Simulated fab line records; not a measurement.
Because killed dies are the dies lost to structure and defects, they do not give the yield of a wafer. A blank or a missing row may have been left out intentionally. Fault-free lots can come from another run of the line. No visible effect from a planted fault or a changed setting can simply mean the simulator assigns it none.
What tool caused it? ; flow gf180mcu ; 14 lots, 42 wafers sampled, at 4 steps of a route of 602

WHAT THE GAUGES READ, wafer by wafer
GF_V3_THK_MEAS_03. Usual: V3_CVD_02_THK 852 nm, standard deviation 11.
lot;measured;on;V3_CVD_02_THK (nm);flag
L763;day 22 03:52;filmMetro-04;849 851 865;
L765;day 22 19:14;filmMetro-02;847 858 860;
L767;day 23 17:04;filmMetro-04;847 873 854;
L769;day 24 07:03;filmMetro-03;837 847 869;
L770;day 24 22:02;filmMetro-03;834 855 841;
L771;day 24 23:46;filmMetro-03;846 862 861;
L772;day 24 23:24;filmMetro-04;850 867 863;
L774;day 25 13:53;filmMetro-03;841 849 849;
L776;day 26 09:26;filmMetro-04;837 836 844;
L775;day 26 08:22;filmMetro-03;843 838 856;
L777;day 26 20:42;filmMetro-04;840 852 859;
L778;day 26 22:44;filmMetro-03;848 860 846;
L784;day 28 09:55;filmMetro-04;856 864 855;
L785;day 28 11:20;filmMetro-04;827 846 837;

GF_V4_THK_MEAS_03. Usual: V4_CVD_02_THK 846 nm, standard deviation 11.
lot;measured;on;V4_CVD_02_THK (nm);flag
L763;day 24 05:37;filmMetro-01;839 860 845;
L765;day 24 17:53;filmMetro-01;845 847 858;
L767;day 25 15:22;filmMetro-04;849 839 858;
L769;day 26 05:38;filmMetro-01;840 839 856;
L770;day 26 19:33;filmMetro-03;829 848 840;
L771;day 26 22:15;filmMetro-03;829 847 843;
L772;day 26 19:35;filmMetro-04;822 848 838;
L774;day 27 09:41;filmMetro-01;845 824 836;
L776;day 28 04:31;filmMetro-03;846 848 871;
L775;day 28 02:51;filmMetro-01;847 836 843;
L777;day 28 15:14;filmMetro-01;842 841 849;
L778;day 28 17:43;filmMetro-04;854 851 871;
L784;day 30 03:16;filmMetro-03;852 863 857;
L785;day 30 04:53;filmMetro-03;826 843 845;

TOOL THAT RAN EACH LOT (tool first, then ch and the chambers of the sampled wafers, then the start)
lot;GF_DUAL_GATE_DEVELOP_10;GF_V3_STRIP_18
L763;lithoTrack-01 ch 0, day 8 18:13;plasmaAsher-02 ch 0,1, day 23 03:50
L765;lithoTrack-01 ch 0, day 9 09:14;plasmaAsher-03 ch 0,1, day 23 17:58
L767;lithoTrack-02 ch 0, day 10 01:19;plasmaAsher-02 ch 0,1, day 24 15:16
L769;lithoTrack-04 ch 0, day 10 10:31;plasmaAsher-02 ch 0,1, day 25 05:59
L770;lithoTrack-04 ch 0, day 10 19:26;plasmaAsher-02 ch 1, day 25 20:29
L771;lithoTrack-04 ch 0, day 11 02:11;plasmaAsher-03 ch 0,1, day 25 21:37
L772;lithoTrack-04 ch 0, day 11 02:26;plasmaAsher-03 ch 0,1, day 25 20:55
L774;lithoTrack-01 ch 0, day 11 16:04;plasmaAsher-01 ch 0,1, day 26 10:52
L776;lithoTrack-04 ch 0, day 12 05:11;plasmaAsher-03 ch 0,1, day 27 06:31
L775;lithoTrack-02 ch 0, day 12 05:21;plasmaAsher-03 ch 0,1, day 27 05:08
L777;lithoTrack-04 ch 0, day 12 16:29;plasmaAsher-03 ch 0,1, day 27 16:59
L778;lithoTrack-04 ch 0, day 12 16:49;plasmaAsher-03 ch 0,1, day 27 19:29
L784;lithoTrack-02 ch 0, day 14 15:05;plasmaAsher-03 ch 0,1, day 29 05:43
L785;lithoTrack-02 ch 0, day 14 16:38;plasmaAsher-02 ch 0,1, day 29 07:11
- GF_DUAL_GATE_DEVELOP_10: develop time 60 s.
- GF_V3_STRIP_18: strips in O2/N2.

AS READ BY THE TOOLS THEMSELVES (means over the sampled wafers that have a number; for cases with no such wafer, the mark the record gives instead)
GF_V3_STRIP_18. Usual: drypumpMotorCurrentA 5.8 A, standard deviation 0.37; heaterPowerW 327 W, standard deviation 25; oesProductAu 0.593 a.u., standard deviation 0.0048.
lot;tool;drypumpMotorCurrentA (A);heaterPowerW (W);oesProductAu (a.u.);flag
L763;plasmaAsher-02;5.6;365;0.591;
L765;plasmaAsher-03;6.2;313;0.592;
L767;plasmaAsher-02;5.6;367;0.588;
L769;plasmaAsher-02;5.6;362;0.594;
L770;plasmaAsher-02;5.7;336;0.592;
L771;plasmaAsher-03;6.2;321;0.589;
L772;plasmaAsher-03;6.0;314;0.594;
L774;plasmaAsher-01;5.4;304;0.595;
L776;plasmaAsher-03;6.2;319;0.587;
L775;plasmaAsher-03;6.2;315;0.594;
L777;plasmaAsher-03;5.9;313;0.592;
L778;plasmaAsher-03;6.0;321;0.592;
L784;plasmaAsher-03;6.2;321;0.600;
L785;plasmaAsher-02;5.6;360;0.593;

THE ANSWER, worked out from the rows above alone
Rule: lot off if the mean of its wafers having a number is beyond 3 standard deviations from the usual mean. A lot without any number at a reading at which 4 lots or more have one is off too. Where the step has rows for the other lots, those lots are counted as sound. After the gauges, taken in route order, come the tools' own readings; for these a lot's mean is taken, as printed above. The first step at which some lot is off is used, and at that step the reading that is off furthest; a lot without a number counts as furthest.
None of the lots is off at any reading shown; this tells nothing.

WHAT HAD BEEN PUT IN BY THE SIMULATOR
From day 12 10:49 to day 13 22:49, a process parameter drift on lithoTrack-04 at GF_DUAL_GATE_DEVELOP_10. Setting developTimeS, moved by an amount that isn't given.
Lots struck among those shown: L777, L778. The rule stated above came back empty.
